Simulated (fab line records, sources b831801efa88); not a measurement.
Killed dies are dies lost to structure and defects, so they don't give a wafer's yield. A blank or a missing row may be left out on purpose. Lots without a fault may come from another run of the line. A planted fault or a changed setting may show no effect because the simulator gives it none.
Which tool did it? | flow gf180mcu | 12 lots, 32 wafers sampled, at 5 steps of a route of 602

WHAT THE GAUGES READ, wafer by wafer
GF_VT_IMPLANT_RS_MEAS_47: measures by four-point-probe. Usual: NWELL_RS 487.2 ohm/sq, standard deviation 1.3.
lot  | measured     | on            | NWELL_RS (ohm/sq) | flag
L805 | day 7 20:53  | film_metro-04 | 484.6 485.2 485.6 |
L806 | day 8 01:23  | film_metro-03 | 487.4 489.0 489.3 |
L807 | day 8 05:05  | film_metro-03 | 487.7 487.4 487.6 |
L808 | day 8 20:20  | film_metro-03 | 481.5 481.9       | OFF
L811 | day 9 06:58  | film_metro-01 | 488.4 487.9 488.5 |
L815 | day 10 12:27 | film_metro-04 | 482.0 481.3       | OFF
L818 | day 11 07:30 | film_metro-03 | 488.4 490.7 487.5 |
L822 | day 12 08:26 | film_metro-04 | 487.3 487.0 486.8 |
L823 | day 12 16:47 | film_metro-03 | 485.4 485.5 485.7 |
L825 | day 13 02:13 | film_metro-04 | 486.7 488.6 489.4 |
L826 | day 13 14:13 | film_metro-04 | 489.1 487.7 489.3 |
L827 | day 13 20:15 | film_metro-01 | 487.1 489.0 487.0 |

GF_VT_IMPLANT_RS_MEAS_48: measures by four-point-probe. Usual: LVPWELL_RS 1195.6 ohm/sq, standard deviation 3.
lot  | measured     | on            | LVPWELL_RS (ohm/sq)  | flag
L805 | day 7 21:00  | film_metro-04 | 1200.0 1201.0 1201.7 |
L806 | day 8 01:30  | film_metro-03 | 1198.4 1195.5 1193.7 |
L807 | day 8 05:12  | film_metro-03 | 1198.5 1197.6 1201.8 |
L808 | day 8 23:08  | film_metro-03 | 1195.2               |
L811 | day 9 07:05  | film_metro-01 | 1199.2 1193.4 1195.8 |
L815 | day 10 21:18 | film_metro-04 | 1197.3               |
L818 | day 11 07:37 | film_metro-03 | 1198.0 1199.9 1202.8 |
L822 | day 12 08:33 | film_metro-04 | 1194.5 1201.6 1197.7 |
L823 | day 12 16:54 | film_metro-03 | 1193.6 1195.7 1194.1 |
L825 | day 13 02:20 | film_metro-04 | 1195.3 1196.5 1196.2 |
L826 | day 13 14:20 | film_metro-04 | 1198.2 1199.5 1198.7 |
L827 | day 13 20:22 | film_metro-01 | 1196.8 1193.1 1196.3 |

GF_CONTACT_RS_MEAS_25: measures by four-point-probe. Usual: CONTACT_W_RS 0.384 ohm/sq, standard deviation 0.0041.
lot  | measured     | on            | CONTACT_W_RS (ohm/sq) | flag
L805 | day 16 13:21 | film_metro-04 | 0.386 0.385 0.382     |
L806 | day 16 15:53 | film_metro-04 | 0.382 0.384 0.387     |
L807 | day 17 02:28 | film_metro-03 | 0.382 0.380 0.380     |
L808 | day 17 15:52 | film_metro-03 | 0.391                 |
L811 | day 18 07:34 | film_metro-04 | 0.392 0.386 0.387     |
L815 | day 20 00:56 | film_metro-01 | 0.383                 |
L818 | day 21 00:11 | film_metro-04 | 0.388 0.387 0.377     |
L822 | day 22 14:10 | film_metro-03 | 0.391 0.383 0.392     |
L823 | day 22 20:00 | film_metro-01 | 0.387 0.391 0.389     |
L825 | day 23 05:48 | film_metro-04 | 0.382 0.377 0.375     |
L826 | day 23 22:37 | film_metro-03 | 0.378 0.383 0.383     |
L827 | day 24 00:39 | film_metro-04 | 0.385 0.381 0.384     |

WHICH TOOL RAN EACH LOT (tool, then ch and the chambers of the sampled wafers, then the start)
lot  | GF_STI_CMP_25                | GF_NWELL_IMPLANT_09
L805 | cmp-01 ch 1,2,3, day 2 03:30 | implanter-02 ch 0, day 3 12:59
L806 | cmp-01 ch 0,1,2, day 2 12:57 | implanter-04 ch 0, day 3 17:41
L807 | cmp-01 ch 0,2,3, day 2 17:18 | implanter-04 ch 0, day 3 21:21
L808 | cmp-01 ch 1, day 3 04:03     | implanter-04 ch 0, day 4 08:59
L811 | cmp-02 ch 1,3, day 3 09:52   | implanter-01 ch 0, day 4 16:53
L815 | cmp-01 ch 3, day 4 07:40     | implanter-04 ch 0, day 5 16:25
L818 | cmp-02 ch 0,3, day 4 23:25   | implanter-01 ch 0, day 6 07:08
L822 | cmp-02 ch 1,2,3, day 5 19:12 | implanter-01 ch 0, day 7 05:30
L823 | cmp-02 ch 2,3, day 6 01:59   | implanter-02 ch 0, day 7 11:24
L825 | cmp-01 ch 0,1,3, day 6 10:38 | implanter-01 ch 0, day 7 19:50
L826 | cmp-02 ch 1,2, day 6 17:59   | implanter-04 ch 0, day 8 06:33
L827 | cmp-02 ch 1,2,3, day 6 23:08 | implanter-04 ch 0, day 8 09:50
- GF_STI_CMP_25: polishes, stops on Si3N4, t overpolish 33 s, target thk 524.6 nm.
- GF_NWELL_IMPLANT_09

WHAT THE TOOLS THEMSELVES READ (means of the sampled wafers that have a number; where no wafer has one, the mark that the record gives instead)
GF_STI_CMP_25. Usual: motor_current_A 12.9 A, standard deviation 1.1; overpolish_run_s 33.001 s, standard deviation 0.0083; retaining_ring_pressure_frac 1.001, standard deviation 0.0046; time_to_endpoint_s 123 s, standard deviation 4.3.
lot  | tool   | motor_current_A (A) | overpolish_run_s (s) | retaining_ring_pressure_frac | time_to_endpoint_s (s) | flag
L805 | cmp-01 | 13.3                | 33.001               | 1.002                        | 125                    |
L806 | cmp-01 | 13.7                | 33.002               | 1.001                        | 127                    |
L807 | cmp-01 | 13.1                | 32.998               | 1.000                        | 124                    |
L808 | cmp-01 | 14.7                | 33.002               | 0.997                        | 131                    |
L811 | cmp-02 | 11.3                | 32.994               | 1.002                        | 122                    |
L815 | cmp-01 | 13.4                | 33.005               | 1.007                        | 118                    |
L818 | cmp-02 | 11.4                | 33.003               | 0.999                        | 128                    |
L822 | cmp-02 | 12.2                | 33.005               | 1.006                        | 125                    |
L823 | cmp-02 | 13.1                | 33.011               | 0.998                        | 124                    |
L825 | cmp-01 | 13.7                | 33.003               | 1.002                        | 119                    |
L826 | cmp-02 | 12.3                | 32.995               | 0.997                        | 123                    |
L827 | cmp-02 | 12.1                | 32.995               | 1.005                        | 124                    |

GF_NWELL_IMPLANT_09. Usual: beam_on_s 9.96 s, standard deviation 0.19; faraday_current_uA 22.6, standard deviation 0.44.
lot  | tool         | beam_on_s (s) | faraday_current_uA | flag
L805 | implanter-02 | 9.85          | 22.8               |
L806 | implanter-04 | 9.91          | 22.7               |
L807 | implanter-04 | 9.84          | 22.9               |
L808 | implanter-04 | 10.92         | 20.7               | OFF
L811 | implanter-01 | 10.14         | 22.2               |
L815 | implanter-04 | 11.03         | 20.4               | OFF
L818 | implanter-01 | 9.96          | 22.6               |
L822 | implanter-01 | 9.84          | 22.9               |
L823 | implanter-02 | 10.08         | 22.3               |
L825 | implanter-01 | 9.96          | 22.6               |
L826 | implanter-04 | 10.04         | 22.5               |
L827 | implanter-04 | 10.02         | 22.5               |

THE ANSWER, worked out from the rows above alone
Rule: a lot is off if the mean of its wafers that have a number lies more than 3 standard deviations from the usual mean. A lot without any number at a reading at which 4 lots or more have one is off too. The other lots that the step has rows for count as sound. The gauges are gone through in route order, then the tools' own readings, and for those a lot's mean is taken as printed above. The first step at which some lot is off is used, and at that step the reading that is off furthest; a lot without a number counts as furthest.
Off: L808, L815, at GF_VT_IMPLANT_RS_MEAS_47 (NWELL_RS).
A tool fits if, at a process step before that reading, it ran every lot that is off, and no sound lot after the first of them. The gauges at GF_VT_IMPLANT_RS_MEAS_47 aren't tried: what is off there is off at GF_NWELL_IMPLANT_09 too, on other tools, and a gauge's error can't cause that. None of those tried fits.

WHAT THE SIMULATOR HAD PUT IN
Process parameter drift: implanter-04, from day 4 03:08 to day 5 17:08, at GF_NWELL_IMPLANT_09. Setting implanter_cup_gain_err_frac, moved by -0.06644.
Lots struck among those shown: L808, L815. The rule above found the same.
